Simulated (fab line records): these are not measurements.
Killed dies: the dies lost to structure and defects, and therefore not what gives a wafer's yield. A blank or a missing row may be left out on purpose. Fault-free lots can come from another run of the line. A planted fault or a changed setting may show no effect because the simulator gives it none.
What tool caused it? | flow sky130 | Sampling: 10 lots, 30 wafers, 3 of 708 route steps

## WHAT EACH GAUGE READ, for each wafer
SKY_SD_N_TW_MEAS_12.
lot  | measured     | on            | SD_N_TW
L456 | day 28 09:32 | film_metro-02 | 3987 3987 4000
L458 | day 29 04:08 | film_metro-02 | 3990 3977 3988
L462 | day 30 14:19 | film_metro-03 | 3589 3601 3597
L461 | day 30 15:52 | film_metro-04 | 4033 4026 4034
L460 | day 30 16:16 | film_metro-04 | 3580 3599 3581
L465 | day 31 15:58 | film_metro-04 | 4061 4057 4045
L473 | day 34 01:23 | film_metro-03 | 4041 4043 4053
L474 | day 34 06:11 | film_metro-03 | 4052 4030 4036
L475 | day 34 11:16 | film_metro-03 | 4005 4047 4007
L476 | day 35 02:49 | film_metro-03 | 4033 4042 4048

## TOOL THAT RAN EACH LOT (tool first, then ch and the chambers of the sampled wafers, then the start)
lot  | SKY_SD_N_IMPLANT_09             | SKY_SD_N_STRIP_11
L456 | implanter-03 ch 0, day 28 09:11 | plasma_asher-03 ch 0,1, day 28 09:26
L458 | implanter-01 ch 0, day 29 03:44 | plasma_asher-02 ch 0,1, day 29 04:02
L462 | implanter-01 ch 0, day 30 13:55 | plasma_asher-03 ch 0,1, day 30 14:13
L461 | implanter-03 ch 0, day 30 15:29 | plasma_asher-03 ch 0, day 30 15:46
L460 | implanter-01 ch 0, day 30 15:53 | plasma_asher-01 ch 0,1, day 30 16:10
L465 | implanter-02 ch 0, day 31 15:34 | plasma_asher-01 ch 0,1, day 31 15:52
L473 | implanter-02 ch 0, day 34 00:59 | plasma_asher-02 ch 0,1, day 34 01:17
L474 | implanter-02 ch 0, day 34 05:47 | plasma_asher-03 ch 0, day 34 06:05
L475 | implanter-01 ch 0, day 34 10:52 | plasma_asher-03 ch 0,1, day 34 11:10
L476 | implanter-03 ch 0, day 35 02:25 | plasma_asher-03 ch 0,1, day 35 02:43
- SKY_SD_N_IMPLANT_09
- SKY_SD_N_STRIP_11: strips in O2/N2.

## THE ANSWER, worked out from the rows above alone
Rule: what is usual is taken from the lots themselves. Put in order of their means at a reading, lots are off if they are a third of the lots or fewer, leave a main group of 4 or more, and stand apart from it by a gap of 3 or more times the standard deviation of the main group's means; of several such gaps the widest counts. The tables above print the reading to a certain number of digits; a main group whose means all agree to those digits is not used. A lot without any number at a reading at which 4 lots or more have one is off too. Any other lot the step has rows for is counted as sound.
Off: at SKY_SD_N_TW_MEAS_12 (SD_N_TW), L462, L460. The main group has a mean of 4026 with a standard deviation of 24.
If a tool, at a process step before that reading, ran all the lots that are off and no sound lot after the first of them, it fits. Those tools and the gauges at SKY_SD_N_TW_MEAS_12 are tried in the same way. Not one of the candidates tried fits.

## WHAT THE SIMULATOR HAD INSERTED
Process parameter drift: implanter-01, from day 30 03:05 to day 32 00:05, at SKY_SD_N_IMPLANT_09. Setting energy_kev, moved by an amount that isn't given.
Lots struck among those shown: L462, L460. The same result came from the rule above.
